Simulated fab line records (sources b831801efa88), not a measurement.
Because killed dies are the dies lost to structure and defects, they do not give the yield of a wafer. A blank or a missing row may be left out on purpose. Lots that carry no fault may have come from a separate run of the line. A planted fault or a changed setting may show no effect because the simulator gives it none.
Which of the tools did it? | flow sky130 | 13 lots, 38 wafers sampled, at 2 steps of a route of 708

== WHAT THE GAUGES READ, wafer by wafer ==
SKY_VIA1_THK_MEAS_01.
lot  | measured     | on            | VIA1_HDPCVD_THK (nm)
L819 | day 33 18:11 | film_metro-02 | 1012 1020 1035
L818 | day 33 18:28 | film_metro-03 | 1058 1058 1058
L820 | day 33 19:58 | film_metro-04 | 1018 1018 1051
L821 | day 34 04:54 | film_metro-04 | 1044 1040 1047
L822 | day 34 14:43 | film_metro-04 | 1013 1058 1045
L825 | day 35 17:28 | film_metro-02 | 1029 1018 1031
L828 | day 36 08:14 | film_metro-03 | 1040 1017 1016
L832 | day 37 16:52 | film_metro-02 | 1020 1009 1012
L836 | day 39 13:01 | film_metro-04 | 1002 1014 1008
L837 | day 39 15:57 | film_metro-04 | 1008 1013 1002
L835 | day 39 19:08 | film_metro-03 | 1061 1045
L839 | day 39 19:52 | film_metro-04 | 1042 1041 1036
L840 | day 40 02:05 | film_metro-03 | 1045 1057 1039

SKY_VIA1_CD_MEAS_12 targets a cd of 150 nm.
lot  | measured     | on        | cd_nm (nm)
L819 | day 34 20:44 | cd_sem-01 | 149.1 148.4 150.6
L818 | day 34 21:01 | cd_sem-02 | 149.4 147.5 149.6
L820 | day 34 22:33 | cd_sem-01 | 151.5 151.6 150.9
L821 | day 35 06:53 | cd_sem-01 | 149.7 149.2 150.5
L822 | day 35 16:56 | cd_sem-02 | 149.1 150.4 148.8
L825 | day 36 20:13 | cd_sem-01 | 149.6 150.9 149.7
L828 | day 37 10:20 | cd_sem-01 | 150.4 149.1 150.3
L832 | day 38 18:25 | cd_sem-02 | 151.3 148.0 149.7
L836 | day 40 14:23 | cd_sem-02 | 150.1 150.3 150.4
L837 | day 40 16:44 | cd_sem-02 | 150.3 150.5 149.0
L835 | day 40 20:35 | cd_sem-01 | 148.9 147.9
L839 | day 40 21:11 | cd_sem-02 | 147.6 147.0 147.2
L840 | day 41 02:52 | cd_sem-01 | 150.7 151.0 152.0

== TOOL THAT RAN EACH LOT (tool first, then ch and the chambers of the sampled wafers, then the start) ==
No process step before these readings appears in the record.

== WHAT THE TOOLS THEMSELVES READ (means of the sampled wafers that have a number; where no wafer has one, the mark that the record gives instead) ==
The record holds no such reading with a usual standard deviation.

== THE ANSWER, worked out from the rows above alone ==
Rule: the usual values come from the lots themselves. The widest of any qualifying gaps counts: lots, ordered by their means at a reading, are off when they make up no more than a third of the lots, leave a main group of 4 or more, and stand apart from it by 3 or more times the standard deviation of that group's means. A main group whose means are all the same, to the digits that the tables above print for the reading, isn't used. A lot without any number at a reading at which 4 lots or more have one is off too. Any other lot the step has rows for is counted as sound. After the gauges, taken in route order, come the tools' own readings; for these a lot's mean is taken, as printed above. The first step at which some lot is off is used, and at that step the reading that is off furthest; a lot without a number counts as furthest.
None of the lots is off at any reading shown; this tells nothing.

== WHAT THE SIMULATOR PUT IN ==
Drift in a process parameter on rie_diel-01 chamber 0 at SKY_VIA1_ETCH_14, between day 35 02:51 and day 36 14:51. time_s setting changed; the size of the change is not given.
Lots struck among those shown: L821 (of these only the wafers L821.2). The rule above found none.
